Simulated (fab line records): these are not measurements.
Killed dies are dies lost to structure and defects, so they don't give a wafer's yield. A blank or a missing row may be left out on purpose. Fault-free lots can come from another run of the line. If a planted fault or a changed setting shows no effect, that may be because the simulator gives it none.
Which tool is to blame? -- flow gf180mcu -- 21 wafers from 7 lots sampled at 2 of the route's 602 steps

## WHAT EACH GAUGE READ, for each wafer
GF_V2_THK_MEAS_03.
lot,measured,on,V2_CVD_02_THK (nm)
L172,day 19 16:17,film_metro-01,840 856 851
L176,day 21 19:18,film_metro-04,823 831 858
L180,day 22 13:29,film_metro-04,844 846 855
L182,day 23 07:37,film_metro-01,821 833 833
L187,day 25 02:51,film_metro-01,831 831 855
L190,day 26 04:44,film_metro-04,593 588 600
L194,day 27 07:25,film_metro-04,848 835 862

## EACH LOT AND THE TOOL THAT RAN IT (in order: tool; ch and the chambers of the sampled wafers; start)
lot,GF_V2_CVD_02
L172,"pecvd-03 ch 0,2, day 19 16:11"
L176,"pecvd-02 ch 0,1,2, day 21 19:14"
L180,"pecvd-04 ch 1,2, day 22 13:25"
L182,"pecvd-03 ch 1,2, day 23 07:31"
L187,"pecvd-02 ch 0,1,2, day 25 02:47"
L190,"pecvd-03 ch 1,2, day 26 04:39"
L194,"pecvd-02 ch 0,2, day 27 07:21"
- GF_V2_CVD_02: deposits SiO2 from TEOS, target thk 850 nm, time 94.851 s.

## THE ANSWER, worked out from the rows above alone
Rule: what is usual is taken from the lots themselves. The widest of any qualifying gaps counts: lots, ordered by their means at a reading, are off when they make up no more than a third of the lots, leave a main group of 4 or more, and stand apart from it by 3 or more times the standard deviation of that group's means. A main group whose means are all the same, to the digits that the tables above print for the reading, isn't used. A lot without any number at a reading at which 4 lots or more have one is off too. Any other lot the step has rows for is counted as sound.
Off: at GF_V2_THK_MEAS_03 (V2_CVD_02_THK), L190. Mean 842 nm and standard deviation 7.4 in the main group.
If a tool, at a process step before that reading, ran all the lots that are off and no sound lot after the first of them, it fits. Those tools and the gauges at GF_V2_THK_MEAS_03 are tried in the same way. One fits: GF_V2_CVD_02 on pecvd-03. A fault onset in the window from L182 (day 23 07:31, its last sound lot) to L190 (day 26 04:39, its first lot off) fits.

## WHAT THE SIMULATOR HAD PUT IN
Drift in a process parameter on pecvd-03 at GF_V2_CVD_02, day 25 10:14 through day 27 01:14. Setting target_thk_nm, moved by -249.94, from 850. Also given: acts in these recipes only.
Struck lots among those shown: L190. This agrees with what the rule above found.
